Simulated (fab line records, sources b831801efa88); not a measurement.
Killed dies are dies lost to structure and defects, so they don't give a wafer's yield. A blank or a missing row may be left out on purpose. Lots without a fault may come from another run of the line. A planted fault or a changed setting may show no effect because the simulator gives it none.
fab line records | flow sky130
record lots=5 wafers=15 last_day=50
route steps=708 shown CONTACT@433 METAL1@434
lots that met no fault: from a run of the same line without faults
start_h: hours from the record's first day to the start of the lot's first wafer shown | wait_h: hours since the lot's step before | " the same as in the row above | L1.1+2: a row that stands for several wafers | - no value, or no start given | * or withheld: withheld | < > ~ a bound
route shown NAME@n: a module of which the file shows steps, and the number in the route of the first | usual: mean/standard deviation of fault-free wafers | same: alike in all rows | chamber/n: place in a boat | sites: the reading at each site | _std_site: their standard deviation | _edge_site: outer sites' mean less inner sites' | radius_mm: how far each site lies from the wafer's centre | mask NAME#n: copy n | behind: the tool/chamber that last shaped the wafer | hold: why the lot was held/for how many hours/how that ended | device: the transistor (n, p or np) that didn't switch | end of line: the same wafers' tests at the end of the route | a step without rows: its recipe alone | killed: dies lost to structure and defects at the first sort, not the wafer's yield | map: a wafer's dies, x killed, . not, _ none there
set.NAME: the setting as run; set.NAME@STEP: as run at that earlier step | model.NAME: the simulator's own value behind a step, which no gauge read
lots at some steps of the route; a table a step, a row a wafer
services: from which hour (start_h, from the record's first day; less than 0 if before it) a tool's chamber was out of use, for how many hours, and why
## steps
# step SKY_CONTACT_CMP_27
# recipe stop_on=SiO2 t_overpolish_s=15 down_force_psi=3.5 platen_rpm=60 target_thk_nm=0 pad_velocity_m_s=0.94248
# usual motor_current_A=10.7/1.6 overpolish_run_s=15.000/0.01 time_to_endpoint_s=84/4.7
# columns lot.wafer tool chamber start_h wait_h motor_current_A overpolish_run_s time_to_endpoint_s
L081.4 cmp-01 3 804.24 0.0 9.6 14.996 91
L081.2 " 2 " " 9.1 15.012 86
L081.6 " 3 " " 9.4 14.978 88
L086.2 cmp-01 1 840.79 0.1 10.5 15.003 82
L086.1 " 2 " " 9.1 14.998 85
L086.3 " 3 " " 9.0 14.980 87
L091.4 cmp-01 1 874.79 0.1 10.4 14.991 81
L091.2 " 2 " " 8.9 15.003 83
L091.1 " 3 " " 9.1 14.997 83
L094.1 cmp-02 1 900.02 0.1 13.8 15.011 78
L094.3 " 2 " " 9.6 14.989 77
L094.5 " 1 " " 13.7 14.999 79
L097.1 cmp-02 3 909.33 0.1 9.5 15.001 79
L097.4 " 1 " " 12.9 15.004 76
L097.6 " 0 " " 12.8 15.005 74
# step SKY_METAL1_SPUTTER_00
# recipe material=Ti target_thk_nm=15 power_w=3000 time_s=10 chamber_pressure_pa=0.4
# usual throttle_valve_pct=30.1/1.4
# same time_s=10
# columns lot.wafer tool chamber start_h wait_h throttle_valve_pct
L081.2 pvd_sputter-03 - 804.54 0.1 30.2
L081.4 " - " " 27.0
L081.6 " - " " 31.5
L086.1 pvd_sputter-04 - 841.04 0.1 32.2
L086.2 " - " " 30.2
L086.3 " - " " 28.4
L091.1 pvd_sputter-04 - 875.04 0.1 30.3
L091.2 " - " " 32.3
L091.4 " - " " 30.2
L094.1 pvd_sputter-04 - 900.27 0.2 30.4
L094.3 " - " " 32.2
L094.5 " - " " 30.5
L097.1 pvd_sputter-03 - 909.63 0.2 30.2
L097.4 " - " " 31.7
L097.6 " - " " 31.5
# step SKY_METAL1_SPUTTER_01
# recipe material=TiN target_thk_nm=20 power_w=6500 time_s=16.7 chamber_pressure_pa=0.4
# usual throttle_valve_pct=30.1/1.4
# same time_s=16.7
# columns lot.wafer tool chamber start_h wait_h throttle_valve_pct
L081.2 pvd_sputter-03 - 804.57 0.0 30.2
L081.4 " - " " 27.1
L081.6 " - " " 31.5
L086.1 pvd_sputter-04 - 841.06 0.0 32.4
L086.2 " - " " 30.4
L086.3 " - " " 28.5
L091.1 pvd_sputter-04 - 875.06 0.0 30.3
L091.2 " - " " 32.2
L091.4 " - " " 30.5
L094.1 pvd_sputter-04 - 900.29 0.0 30.3
L094.3 " - " " 32.2
L094.5 " - " " 30.3
L097.1 pvd_sputter-03 - 909.65 0.0 30.2
L097.4 " - " " 31.7
L097.6 " - " " 31.8
# step SKY_METAL1_SPUTTER_02
# recipe material=AlCu target_thk_nm=250 power_w=10600 time_s=13.3 chamber_pressure_pa=0.4
# usual throttle_valve_pct=30.1/1.4
# same time_s=13.3
# columns lot.wafer tool chamber start_h wait_h throttle_valve_pct
L081.2 pvd_sputter-03 - 804.59 0.0 30.2
L081.4 " - " " 27.1
L081.6 " - " " 31.7
L086.1 pvd_sputter-04 - 841.09 0.0 32.0
L086.2 " - " " 30.2
L086.3 " - " " 28.3
L091.1 pvd_sputter-04 - 875.08 0.0 30.5
L091.2 " - " " 32.3
L091.4 " - " " 30.3
L094.1 pvd_sputter-04 - 900.31 0.0 30.2
L094.3 " - " " 32.0
L094.5 " - " " 30.1
L097.1 pvd_sputter-03 - 909.68 0.0 29.9
L097.4 " - " " 32.0
L097.6 " - " " 31.7
# step SKY_METAL1_SPUTTER_03
# recipe material=Ti target_thk_nm=5 power_w=3000 time_s=3.3 chamber_pressure_pa=0.4
# usual throttle_valve_pct=30.1/1.4
# same time_s=3.3
# columns lot.wafer tool chamber start_h wait_h throttle_valve_pct
L081.2 pvd_sputter-03 - 804.62 0.0 30.2
L081.4 " - " " 27.1
L081.6 " - " " 31.7
L086.1 pvd_sputter-04 - 841.11 0.0 32.2
L086.2 " - " " 30.3
L086.3 " - " " 28.5
L091.1 pvd_sputter-04 - 875.11 0.0 30.3
L091.2 " - " " 32.0
L091.4 " - " " 30.1
L094.1 pvd_sputter-04 - 900.34 0.0 30.3
L094.3 " - " " 32.3
L094.5 " - " " 30.5
L097.1 pvd_sputter-03 - 909.70 0.0 30.1
L097.4 " - " " 31.7
L097.6 " - " " 31.7
# step SKY_METAL1_SPUTTER_04
# recipe material=TiN target_thk_nm=70 power_w=6500 time_s=58.3 chamber_pressure_pa=0.4
# usual throttle_valve_pct=30.1/1.4
# same time_s=58.3
# columns lot.wafer tool chamber start_h wait_h throttle_valve_pct
L081.2 pvd_sputter-03 - 804.63 0.0 30.2
L081.4 " - " " 27.1
L081.6 " - " " 31.7
L086.1 pvd_sputter-04 - 841.13 0.0 32.3
L086.2 " - " " 30.4
L086.3 " - " " 28.3
L091.1 pvd_sputter-04 - 875.13 0.0 30.1
L091.2 " - " " 32.4
L091.4 " - " " 30.4
L094.1 pvd_sputter-04 - 900.36 0.0 30.2
L094.3 " - " " 32.3
L094.5 " - " " 29.9
L097.1 pvd_sputter-03 - 909.72 0.0 30.2
L097.4 " - " " 31.8
L097.6 " - " " 31.6
# step SKY_METAL1_RS_MEAS_05
# recipe thk_meas_gauge=four-point-probe reads=TiN_of_METAL1_SPUTTER_04+Ti_of_METAL1_SPUTTER_03+AlCu_of_METAL1_SPUTTER_02+TiN_of_METAL1_SPUTTER_01+Ti_of_METAL1_SPUTTER_00
# usual METAL1_ALCU_RS=0.1265/0.0017
# columns lot.wafer tool chamber start_h wait_h METAL1_ALCU_RS[ohm/sq]
L081.2 film_metro-03 - 804.70 0.0 0.1284
L081.4 " - " " 0.1260
L081.6 " - " " 0.1280
L086.1 film_metro-02 - 841.18 0.0 0.1257
L086.2 " - " " 0.1277
L086.3 " - " " 0.1277
L091.1 film_metro-02 - 875.17 0.0 0.1245
L091.2 " - " " 0.1238
L091.4 " - " " 0.1251
L094.1 film_metro-02 - 900.41 0.0 0.1259
L094.3 " - " " 0.1253
L094.5 " - " " 0.1275
L097.1 film_metro-04 - 909.77 0.0 0.1292
L097.4 " - " " 0.1274
L097.6 " - " " 0.1275
## services
# columns tool chamber start_h hours kind
cmp-02 - 784.18 2.1 repair
cmp-02 - 793.63 0.2 repair
pvd_sputter-04 - 795.92 4.5 repair
cmp-02 - 811.31 5.6 pm
cmp-01 - 855.89 5.8 pm
pvd_sputter-04 1 866.80 - consumable_replace:kit
pvd_sputter-04 1 866.80 18.0 scheduled_down
pvd_sputter-04 1 866.80 18.0 vent_cycle
cmp-01 - 881.53 0.9 repair
## key
fault none
